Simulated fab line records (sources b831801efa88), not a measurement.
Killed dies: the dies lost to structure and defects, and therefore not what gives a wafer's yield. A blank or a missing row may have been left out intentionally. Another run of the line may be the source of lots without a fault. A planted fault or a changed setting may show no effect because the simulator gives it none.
Which of the tools did it? | flow gf180mcu | Sampling: 13 lots, 39 wafers, 4 of 602 route steps

## WHAT THE GAUGES SHOWED, per wafer
GF_NWELL_TW_MEAS_11.
lot  | measured    | on            | NWELL_TW
L199 | day 3 07:41 | film-metro-01 | 1576 1576 1563
L200 | day 3 14:02 | film-metro-03 | 1557 1561 1559
L201 | day 3 17:26 | film-metro-03 | 1568 1564 1563
L204 | day 4 12:18 | film-metro-02 | 1566 1557 1565
L206 | day 4 21:48 | film-metro-03 | 1737 1737 1734
L207 | day 5 02:48 | film-metro-03 | 1553 1565 1558
L209 | day 5 15:54 | film-metro-02 | 1742 1737 1743
L212 | day 6 06:54 | film-metro-02 | 1557 1559 1563
L214 | day 6 17:21 | film-metro-03 | 1572 1565 1569
L216 | day 7 04:31 | film-metro-01 | 1583 1582 1582
L217 | day 7 09:46 | film-metro-02 | 1548 1544 1546
L220 | day 8 03:44 | film-metro-02 | 1542 1548 1548
L221 | day 8 08:51 | film-metro-01 | 1574 1577 1579

GF_MVSD_OVL_MEAS_07.
lot  | measured    | on         | MVSD_OVL (nm)
L199 | day 4 10:08 | overlay-01 | -0.9 -1.3 0.0
L200 | day 4 16:23 | overlay-01 | -0.6 -0.8 -1.4
L201 | day 4 20:36 | overlay-01 | -0.7 0.2 0.2
L204 | day 5 16:46 | overlay-01 | -3.3 -1.0 -1.9
L206 | day 6 03:37 | overlay-01 | -1.4 1.0 -0.6
L207 | day 6 07:40 | overlay-01 | 0.0 0.4 1.1
L209 | day 6 21:52 | overlay-01 | -2.5 -0.8 -2.8
L212 | day 7 13:16 | overlay-01 | 1.4 -0.8 0.9
L214 | day 8 00:36 | overlay-01 | -0.3 -0.8 1.6
L216 | day 8 13:01 | overlay-02 | 2.0 0.9 0.5
L217 | day 8 17:28 | overlay-01 | 1.3 1.1 0.4
L220 | day 9 13:46 | overlay-02 | -0.9 -0.7 -1.5
L221 | day 9 17:30 | overlay-02 | 0.1 0.9 -2.3

GF_VT_IMPLANT_RS_MEAS_47: a four-point-probe measurement.
lot  | measured     | on            | NWELL_RS (ohm/sq)
L199 | day 7 12:49  | film-metro-01 | 486.7 488.5 489.0
L200 | day 7 19:58  | film-metro-01 | 487.0 487.3 487.6
L201 | day 7 23:55  | film-metro-02 | 486.1 487.9 489.1
L204 | day 9 00:55  | film-metro-01 | 488.5 488.1 488.2
L206 | day 9 12:47  | film-metro-01 | 402.8 402.6 402.3
L207 | day 9 17:08  | film-metro-02 | 490.2 488.1 489.5
L209 | day 10 08:14 | film-metro-01 | 402.4 403.8 403.8
L212 | day 11 02:23 | film-metro-02 | 487.5 488.2 488.4
L214 | day 11 12:46 | film-metro-03 | 488.8 488.3 487.0
L216 | day 12 04:08 | film-metro-02 | 487.8 488.0 487.9
L217 | day 12 07:17 | film-metro-01 | 490.0 490.6 489.6
L220 | day 13 05:08 | film-metro-01 | 488.4 488.7 487.7
L221 | day 13 11:23 | film-metro-01 | 489.6 489.1 488.8

## WHICH TOOL RAN EACH LOT (tool, then ch and the chambers of the sampled wafers, then the start)
lot  | GF_NWELL_IMPLANT_08
L199 | implanter-01 ch 0, day 3 07:17
L200 | implanter-02 ch 0, day 3 13:38
L201 | implanter-03 ch 0, day 3 17:02
L204 | implanter-01 ch 0, day 4 11:54
L206 | implanter-01 ch 0, day 4 21:24
L207 | implanter-03 ch 0, day 5 02:25
L209 | implanter-01 ch 0, day 5 15:30
L212 | implanter-02 ch 0, day 6 06:31
L214 | implanter-02 ch 0, day 6 16:57
L216 | implanter-03 ch 0, day 7 04:10
L217 | implanter-02 ch 0, day 7 09:25
L220 | implanter-02 ch 0, day 8 03:22
L221 | implanter-03 ch 0, day 8 08:27
- GF_NWELL_IMPLANT_08

## WHAT THE TOOLS THEMSELVES READ (means of the sampled wafers that have a number; where no wafer has one, the mark that the record gives instead)
GF_NWELL_IMPLANT_08.
lot  | tool         | dose-ions-cm2 | faraday-current-uA
L199 | implanter-01 | 1.4990e+13    | 85.1
L200 | implanter-02 | 1.4992e+13    | 84.8
L201 | implanter-03 | 1.4989e+13    | 82.7
L204 | implanter-01 | 1.4990e+13    | 83.9
L206 | implanter-01 | 2.1644e+13    | 122.4
L207 | implanter-03 | 1.4997e+13    | 84.4
L209 | implanter-01 | 2.1648e+13    | 122.4
L212 | implanter-02 | 1.4990e+13    | 84.8
L214 | implanter-02 | 1.4997e+13    | 84.8
L216 | implanter-03 | 1.5003e+13    | 84.7
L217 | implanter-02 | 1.4992e+13    | 84.5
L220 | implanter-02 | 1.4983e+13    | 84.8
L221 | implanter-03 | 1.5001e+13    | 82.2

## THE ANSWER, worked out from the rows above alone
Rule: the usual values come from the lots themselves. Put in order of their means at a reading, lots are off if they are a third of the lots or fewer, leave a main group of 4 or more, and stand apart from it by a gap of 3 or more times the standard deviation of the main group's means; of several such gaps the widest counts. If all means in a main group match to the digits the tables above print for the reading, that group is not used. A lot without any number at a reading at which 4 lots or more have one is off too. The other lots that the step has rows for count as sound. First the gauges in route order, then the tools' own readings, where a lot's mean is used as printed above. At the first step where some lot is off, the reading lying furthest off is the one used; lots without a number count as furthest.
Off: L206, L209, seen at GF_NWELL_TW_MEAS_11 (NWELL_TW). The main group: mean 1563, standard deviation 11.
If a tool, at a process step before that reading, ran all the lots that are off and no sound lot after the first of them, it fits. Not tried: the gauges at GF_NWELL_TW_MEAS_11; whatever is off there is also off at GF_VT_IMPLANT_RS_MEAS_47, on other tools, and gauge error can't account for it. One candidate fits, namely implanter-01 at GF_NWELL_IMPLANT_08. Its last sound lot is L204 (day 4 11:54), its first lot that is off L206 (day 4 21:24): a fault that began between those two fits.
The tool's own readings at GF_NWELL_IMPLANT_08 bear it out: on the lots that are off they differ by more than 5 times the standard deviation of the sound lots' means. dose-ions-cm2 reads 2.1646e+13 there against 1.4993e+13 on the sound lots; faraday-current-uA reads 122.4 there against 84.2 on the sound lots.

## WHAT HAD BEEN PUT IN BY THE SIMULATOR
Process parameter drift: implanter-01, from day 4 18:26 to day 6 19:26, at GF_NWELL_IMPLANT_08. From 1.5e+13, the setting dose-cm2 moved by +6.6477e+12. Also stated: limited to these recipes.
Struck lots among those shown: L206, L209. The rule above found the same.
